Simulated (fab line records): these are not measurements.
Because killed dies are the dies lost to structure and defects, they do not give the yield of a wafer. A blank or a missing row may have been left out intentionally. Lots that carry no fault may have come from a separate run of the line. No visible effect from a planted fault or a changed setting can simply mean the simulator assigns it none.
Problem report, 8D (eight disciplines) form, completed by code + flow gf180mcu + the parts of the form that need people (team, actions taken, sign-off) are left out

== 1. THE PROBLEM ==
MIM_CVD_05_THK at GF_MIM_THK_MEAS_06 reads a mean of 46.0 nm on 2 wafers of 1 lot; wafers without a fault read 42.0 nm with a standard deviation of 0.47. Measured from the usual mean, that is +8.4 standard deviations.
Earliest sighting: wafer L569.1 on film metro-01 at day 27 07:25. The record has a number at this step for 36 wafers belonging to 12 lots. The rule behind "out" and "out of limits": a value lying over 4 standard deviations away from the usual mean. The rest of the wafers with a number are treated as sound.

== 2. WHAT IT IS AND WHAT IT IS NOT ==
| question                    | is                | is not                                                                                             |
|-----------------------------|-------------------|----------------------------------------------------------------------------------------------------|
| which readings at this step | MIM_CVD_05_THK    | -                                                                                                  |
| which lots                  | L569              | L562, L563, L564, L565, L566, L577, L580, L581, L583, L584, L585                                   |
| which wafers of those lots  | L569.1, L569.6    | L569.4                                                                                             |
| read on which gauges        | film metro-01     | film metro-02, film metro-03                                                                       |
| when                        | from day 27 07:25 | up to then (16 sound wafers); but 18 sound wafers of L577, L580, L581, L583, L584, L585 came after |

== 3. WHAT RULES OUT EACH SUSPECT ==
Counting: a tool at a process step up to the reading stays a suspect if it ran every lot that is out. Sound lots after the first of them don't rule it out here, since some wafers of a struck lot are sound.
- the gauge at GF_MIM_THK_MEAS_06: kept. All the wafers that are out were read on film metro-01, and no step on other tools shows them out.
- pvd sputter-03 at GF_V4_SPUTTER_21 (material Ti, target thk 15 nm, time 80.02 s): kept. It ran the lot that is out, L569 (day 27 06:27); its last sound lot up to then is L565 (day 25 16:22).
- pvd sputter-01 at GF_MIM_SPUTTER_02 (material AlCu, target thk 450 nm, time 23.9 s): kept. It ran the lot that is out, L569 (day 27 07:17); its last sound lot up to then is L564 (day 25 02:28).
- pvd sputter-01 at GF_MIM_SPUTTER_03 (material Ti, target thk 10 nm, time 6.7 s): kept. It ran the lot that is out, L569 (day 27 07:19); its last sound lot up to then is L564 (day 25 02:30).
- pecvd-03 at GF_MIM_CVD_05 (deposits Si3N4, target thk 42 nm, time 29.086 s): kept. It ran the lot that is out, L569 (day 27 07:23); its last sound lot up to then is L566 (day 25 19:13).
Left after counting: pvd sputter-03 at GF_V4_SPUTTER_21, pvd sputter-01 at GF_MIM_SPUTTER_02, pvd sputter-01 at GF_MIM_SPUTTER_03, pecvd-03 at GF_MIM_CVD_05, film metro-01 at GF_MIM_THK_MEAS_06.

== 4. THE CAUSE (what the simulator had put in) ==
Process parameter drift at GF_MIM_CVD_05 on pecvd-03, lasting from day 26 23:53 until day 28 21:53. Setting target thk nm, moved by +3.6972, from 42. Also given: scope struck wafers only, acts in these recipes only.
Of the 5 suspects that counting leaves, this tool is one.

== 5. THE CHAIN OF EFFECTS, in route order ==
Each row: a reading whose mean over the struck wafers that have a number lies more than 3 standard deviations from the usual. Only readings for which the record gives a usual standard deviation are gone through. hours: the time from each lot's start at the first step in this table that gives one to its start at this step, as a median over the lots. sigmas: the change in usual standard deviations.
| hours | step               | reading        | usual   | on struck wafers | change | sigmas |
|-------|--------------------|----------------|---------|------------------|--------|--------|
| 0     | GF_MIM_THK_MEAS_06 | MIM_CVD_05_THK | 42.0 nm | 46.0             | +4.0   | +8.4   |

== 6. HOW IT WOULD HAVE BEEN CAUGHT EARLIER ==
The first out-of-limits reading at a measuring or inspecting step in this record came at day 27 07:25, 8 hours after the fault's start at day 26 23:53.
Of the tool readings at GF_MIM_CVD_05 for which the record gives a usual standard deviation, none was out on any struck wafer, so an alarm limit of 4 standard deviations on them would not have fired.
All the lots that are out (1) had begun GF_MIM_CVD_05 on pecvd-03 by day 27 07:25. Holding the tool at that point would not have protected any of them.
